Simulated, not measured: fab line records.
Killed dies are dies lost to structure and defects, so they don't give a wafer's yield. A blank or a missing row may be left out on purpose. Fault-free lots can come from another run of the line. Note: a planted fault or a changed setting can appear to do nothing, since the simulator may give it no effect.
Code-filled problem report in 8D (eight disciplines) form :: flow sky130 :: the parts of the form that need people (team, actions taken, sign-off) are left out

== 1. WHAT IS WRONG ==
killed-at-front-end at SKY_PAD_OPEN_PROBE_99 reads a mean of 414 on 4 wafers of 2 lots; wafers without a fault read 15 with a standard deviation of 4.6. Measured from the usual mean, that is +87 standard deviations.
Earliest sighting: wafer L640.4 on prober-02 at day 49 13:47. At this step, 42 wafers from 14 lots have a number in the record. The rule behind "out" and "out of limits": a value lying over 4 standard deviations away from the usual mean. The rest of the wafers with a number are treated as sound.

== 2. WHAT THIS IS AND IS NOT ==
question: which readings at this step
is: killed-at-front-end, killed-dies, killed-on-rim
is not: killed_at_M0_to_M3, killed_at_M4_up, killed-at-contacts, killed-at-other, killed-open, killed-short

question: which lots
is: L640, L643
is not: L626, L627, L628, L631, L632, L635, L636, L637, L642, L646, L647, L649

question: which wafers of those lots
is: L640.4, L640.6, L643.1, L643.4
is not: L640.3, L643.2

question: read on which tools
is: prober-01, prober-02
is not: -

question: when
is: from day 49 13:47
is not: up to then (25 sound wafers); but 13 sound wafers of L642, L643, L646, L647, L649 came after

== 3. WHAT RULES OUT EACH SUSPECT ==
Counting: any tool at a process step up to the reading remains a suspect provided it ran every lot that is out. Sound lots after the first of them don't rule it out here, since some wafers of a struck lot are sound.
- litho-track-03 at SKY_NWELL_DEVELOP_22 (develop time 60 s): kept. Every lot that is out went through it, the first being L640 (day 8 23:00); the last sound lot it ran before that was L632 (day 7 02:00).
After counting, what remains is litho-track-03 at SKY_NWELL_DEVELOP_22.

== 4. THE CAUSE (what the simulator had put in) ==
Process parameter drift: litho-track-03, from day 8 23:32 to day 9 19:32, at SKY_NWELL_DEVELOP_22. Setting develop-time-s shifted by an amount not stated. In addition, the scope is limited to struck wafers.
The count eliminated every tool but this one.

== 5. THE CHAIN OF EFFECTS, in route order ==
Rows list readings where the struck wafers' mean (over those with a number) sits beyond 3 standard deviations from the usual. Readings are gone through only where the record gives a usual standard deviation; hours: the median, over the lots, of the time from a lot's start at the first step in this table giving one to that lot's start at this step; sigmas: the change measured in usual standard deviations.
hours: 0
step: SKY_PAD_OPEN_PROBE_99
reading: killed-at-front-end
usual: 15
on struck wafers: 414
change: +399
sigmas: +87

hours: 0
step: SKY_PAD_OPEN_PROBE_99
reading: killed-dies
usual: 86
on struck wafers: 492
change: +406
sigmas: +41

hours: 0
step: SKY_PAD_OPEN_PROBE_99
reading: killed-on-rim
usual: 17
on struck wafers: 96
change: +79
sigmas: +22
It contains these process steps:
- SKY_PAD_OPEN_PROBE_99
Readings that are blank on the struck wafers while sound wafers have them: NWELL_01_OVL at SKY_NWELL_OVL_MEAS_23.

== 6. WHAT WOULD HAVE CAUGHT IT SOONER ==
In this record the first reading out of limits was taken at day 49 13:47, 974 hours after the fault began at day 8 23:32.
Between SKY_NWELL_DEVELOP_22 and SKY_PAD_OPEN_PROBE_99, SKY_NWELL_OVL_MEAS_23 gave no NWELL_01_OVL on the struck wafers, where sound wafers have one: a measuring or inspecting step that comes back empty is itself a sign.
An alarm limit of 4 standard deviations would not have fired on the tool readings at SKY_NWELL_DEVELOP_22 for which the record gives a usual standard deviation, since none of them was out on any struck wafer.
Each of the lots that are out, 2 in all, had begun SKY_NWELL_DEVELOP_22 on litho-track-03 no later than day 49 13:47. Had the tool been put on hold then, not one of them would have been saved.
